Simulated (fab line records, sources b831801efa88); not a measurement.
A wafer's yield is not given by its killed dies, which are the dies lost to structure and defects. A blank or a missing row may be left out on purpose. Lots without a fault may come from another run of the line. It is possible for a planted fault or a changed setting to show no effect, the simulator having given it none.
A struck lot beside a sound one ; flow sky130 ; 18 steps out of a route of 708
Sound: wafers L213.2, L213.4, L213.5. Wafers struck: L222.2, L222.5, L222.6. At the end, the cause is stated.
At each step with rows: each side's tool, then ch and its chambers, then its first start. Under that, the readings that differ: sound wafers ; struck wafers ; difference of the means ; sigmas: that difference in standard deviations of wafers without a fault.
alike: readings with means less than 2 such deviations apart, plus words and numbers identical on both sides. not compared: withheld readings, readings lacking a value on some wafer, bounds such as >300 that could conceal the same value, and numbers that have no deviation in the record and whose values overlap.
A row with sigmas, a row that says differs or no value, or rows on one side alone: a step with any of these is where the two part. Numbers that don't overlap but have no deviation are shown without sigmas and don't part them. A reading missing from all wafers of one side parts the sides only when that side holds two or more wafers.

first, 1 step without rows for these wafers: SKY_VT_ADJUST_PCH_IMPLANT_08.
SKY_VT_ADJUST_PCH_STRIP_09: strips in O2/N2.
  sound on plasmaAsher-03 ch 1, day 11 20:25; struck on plasmaAsher-03 ch 0,1, day 14 14:17
  alike: drypumpMotorCurrentA, oesProductAu, stripTimeToEndpointS
  not compared: rfHoursCounterH
SKY_VT_ADJUST_PCH_TW_MEAS_10:
  sound on filmMetro-04 at day 11 20:32; struck on filmMetro-01 at day 14 14:24
reading;sound;struck;difference;sigmas
VT_ADJUST_PCH_TW;145.2 145.3 145.1;143.4 143.0 143.0;-2.1;-2
then, 7 steps without rows for these wafers: SKY_SONOS_TUNNEL_DEHYDRATE_00 (time 60 s); SKY_SONOS_TUNNEL_HMDS_01 (prime time 60 s); SKY_SONOS_TUNNEL_COAT_02 (resist thk 1140 nm); SKY_SONOS_TUNNEL_SOFTBAKE_03 (time 60 s); SKY_SONOS_TUNNEL_EXPOSE_04 (exposes mask TUNM, target cd 410 nm); SKY_SONOS_TUNNEL_PEB_05; SKY_SONOS_TUNNEL_DEVELOP_06 (develop time 60 s).
SKY_SONOS_TUNNEL_CD_MEAS_07: target cd 410 nm.
  sound on cdSem-02 at day 12 20:53; struck on cdSem-01 at day 15 17:22
  alike: cdNm
SKY_SONOS_TUNNEL_OVL_MEAS_08:
  sound on overlay-01 at day 12 21:00; struck on overlay-01 at day 15 17:29
  alike: SONOS_TUNNEL_OVL
SKY_SONOS_TUNNEL_IMPLANT_09:
  sound on implanter-01 ch 0, day 12 21:03; struck on implanter-01 ch 0, day 15 17:32
reading;sound;struck;difference;sigmas
beamOnS (s);9.80 10.01 9.93;8.40 8.18 8.52;-1.55;-8
faradayCurrentUA;5.78 5.65 5.66;6.73 6.88 6.62;+1.05;+10
  alike: beamEnergyKeV, endStationPressureTorr
then, 2 steps without rows for these wafers: SKY_SONOS_TUNNEL_WET_ETCH_10 (etches SiO2 in dHF, target depth 14 nm, time 280 s); SKY_SONOS_TUNNEL_STRIP_11 (strips in SPM, time 600 s).
SKY_SONOS_TUNNEL_TW_MEAS_12:
  sound on filmMetro-04 at day 12 21:28; struck on filmMetro-02 at day 15 17:57
reading;sound;struck;difference;sigmas
SONOS_TUNNEL_TW;198.6 197.9 199.1;190.6 190.7 191.0;-7.8;-6
then, 1 step without rows for these wafers: SKY_SONOS_TUNNEL_CLEAN_13 (cleans in dHF, time 20 s).
-- here the record skips 33 days between the struck wafers' starts before and after, leaving off in module SONOS_TUNNEL and picking up in module PAD_OPEN (first step shown: number 708 of the route) --
SKY_PAD_OPEN_PROBE_99:
  sound on prober-01 at day 47 03:04; struck on prober-01 at day 49 03:31
  alike: killed_at_M0_to_M3, killed_at_M4_up, killedAtContacts, killedAtFrontEnd, killedAtOther, killedDies, killedOpen, killedShort
  not compared: model.etest.sonosUncharged.vtV

== WHERE THEY PART ==
First at SKY_VT_ADJUST_PCH_TW_MEAS_10; last, within this record, at SKY_SONOS_TUNNEL_TW_MEAS_12. Later steps at which nothing parts them and some readings are alike: SKY_PAD_OPEN_PROBE_99.

WHY: what the simulator had put in
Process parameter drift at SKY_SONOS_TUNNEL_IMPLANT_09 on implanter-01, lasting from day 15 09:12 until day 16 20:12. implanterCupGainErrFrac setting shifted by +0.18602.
